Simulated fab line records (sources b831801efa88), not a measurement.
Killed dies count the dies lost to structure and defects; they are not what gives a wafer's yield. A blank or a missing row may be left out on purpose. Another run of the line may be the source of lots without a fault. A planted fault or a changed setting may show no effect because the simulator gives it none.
What tool caused it? | flow gf180mcu | route of 602 steps, sampled at 1 step: 6 lots, 18 wafers

== WHAT THE GAUGES READ, wafer by wafer ==
GF_VT_IMPLANT_OVL_MEAS_07.
lot  | measured     | on         | VT_IMPLANT_OVL (nm)
L335 | day 6 17:11  | overlay-02 | 0.1 -1.4 0.5
L337 | day 7 07:07  | overlay-02 | 0.9 -0.2 -0.1
L342 | day 8 10:25  | overlay-01 | 0.3 1.6 1.3
L344 | day 8 23:22  | overlay-01 | -0.2 0.6 -1.2
L347 | day 9 16:17  | overlay-02 | 2.3 2.1 1.5
L351 | day 10 19:07 | overlay-02 | -2.2 1.3 -1.5

== TOOL THAT RAN EACH LOT (tool first, then ch and the chambers of the sampled wafers, then the start) ==
No process step before these readings appears in the record.

== THE ANSWER, worked out from the rows above alone ==
Rule: usual is defined by the lots themselves. Put in order of their means at a reading, lots are off if they are a third of the lots or fewer, leave a main group of 4 or more, and stand apart from it by a gap of 3 or more times the standard deviation of the main group's means; of several such gaps the widest counts. Not used: any main group whose means are identical at the precision the tables above print for the reading. A lot without any number at a reading at which 4 lots or more have one is off too. Any other lot the step has rows for is counted as sound.
Across all readings shown, no lot is off: no conclusion can be drawn from this.

== WHAT THE SIMULATOR HAD PUT IN ==
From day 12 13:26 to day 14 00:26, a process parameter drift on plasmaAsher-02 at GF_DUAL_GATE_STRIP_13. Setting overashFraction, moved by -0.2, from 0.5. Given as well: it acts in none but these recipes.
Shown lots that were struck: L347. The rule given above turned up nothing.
